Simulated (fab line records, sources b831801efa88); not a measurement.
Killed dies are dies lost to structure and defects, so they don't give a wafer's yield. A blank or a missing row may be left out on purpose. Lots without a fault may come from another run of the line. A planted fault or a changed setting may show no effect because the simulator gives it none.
One fault seen from 2 desks | flow sfq_line | each desk has only its own numbers; what lay behind them comes last

THE METROLOGY DESK
What the gauges read, lot by lot, whatever tool the lot ran on: means of the sampled wafers that have a number. A lot is out of limits, marked OUT, if its mean lies more than 4 standard deviations from the usual mean; the brackets give that distance.
Columns: A = I6_BOW at SFQ_I6_BOW_MEAS_941, usual 4 um
lot  | first seen here | A
L750 | day 72 11:28    | -14
L751 | day 72 12:10    | 13
L752 | day 72 14:32    | -0
L756 | day 73 06:04    | 0
L757 | day 73 09:41    | 4
L758 | day 73 19:22    | -9
L759 | day 74 15:55    | 1
L760 | day 75 14:53    | 13
L762 | day 76 02:19    | 20
L763 | day 76 11:16    | -3
L765 | day 76 18:15    | -26
L771 | day 78 07:05    | -1
L772 | day 78 10:04    | 11
L773 | day 78 13:05    | 11
This desk's finding: nothing out of limits on any of the 14 lots.

THE TOOL OWNER'S DESK: rie_metal-02
The tool's own readings at SFQ_TRILAYER_M6_BARC_OPEN_METAL_ETCH_206 (etches BARC in O2, target depth 125 nm, time 41.7 s): means of the sampled wafers that have a number, for each lot that ran on this tool. A lot is out of limits, marked OUT, if its mean lies more than 4 standard deviations from the usual mean; the brackets give that distance.
Columns: A = bias_w at SFQ_TRILAYER_M6_BARC_OPEN_METAL_ETCH_206, usual 80.02 W; B = drypump_motor_current_A at SFQ_TRILAYER_M6_BARC_OPEN_METAL_ETCH_206, usual 5.6 A; C = oes_product_au at SFQ_TRILAYER_M6_BARC_OPEN_METAL_ETCH_206, usual 0.688 a.u.
lot  | first seen here | A               | B   | C
L750 | day 72 05:36    | 79.99           | 5.5 | 0.686
L751 | day 72 08:05    | 79.98           | 5.5 | 0.691
L756 | day 73 02:00    | 80.15           | 6.3 | 0.689
L760 | day 75 10:39    | 80.01           | 5.4 | 0.688
L763 | day 76 02:30    | 79.84           | 5.5 | 0.688
L765 | day 76 08:30    | 80.00           | 5.1 | 0.691
L771 | day 78 03:02    | 86.69 (+29) OUT | 5.5 | 0.690
L772 | day 78 05:26    | 86.69 (+29) OUT | 5.9 | 0.689
This desk's finding: out of limits on L771, L772; first on L771, day 78 03:02 (bias_w at SFQ_TRILAYER_M6_BARC_OPEN_METAL_ETCH_206). In limits: L750, L751, L756, L760, L763, L765.

PUT TOGETHER
The tool owner's desk could have raised an alarm at day 78 03:02, on L771, L772.
The metrology desk saw nothing out of limits.
The metrology desk has L771, L772 on record, within its limits.
Of the lots named, all ran SFQ_TRILAYER_M6_BARC_OPEN_METAL_ETCH_206 on rie_metal-02.

WHAT THE SIMULATOR HAD PUT IN
Process parameter drift: rie_metal-02, from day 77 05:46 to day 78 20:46, at SFQ_TRILAYER_M6_BARC_OPEN_METAL_ETCH_206. Setting bias_w, moved by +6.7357, from 80. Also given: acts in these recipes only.
Lots struck among those shown: L771, L772.
Hours from the fault's start to each desk's first reading out of limits: the tool owner's desk, 21.
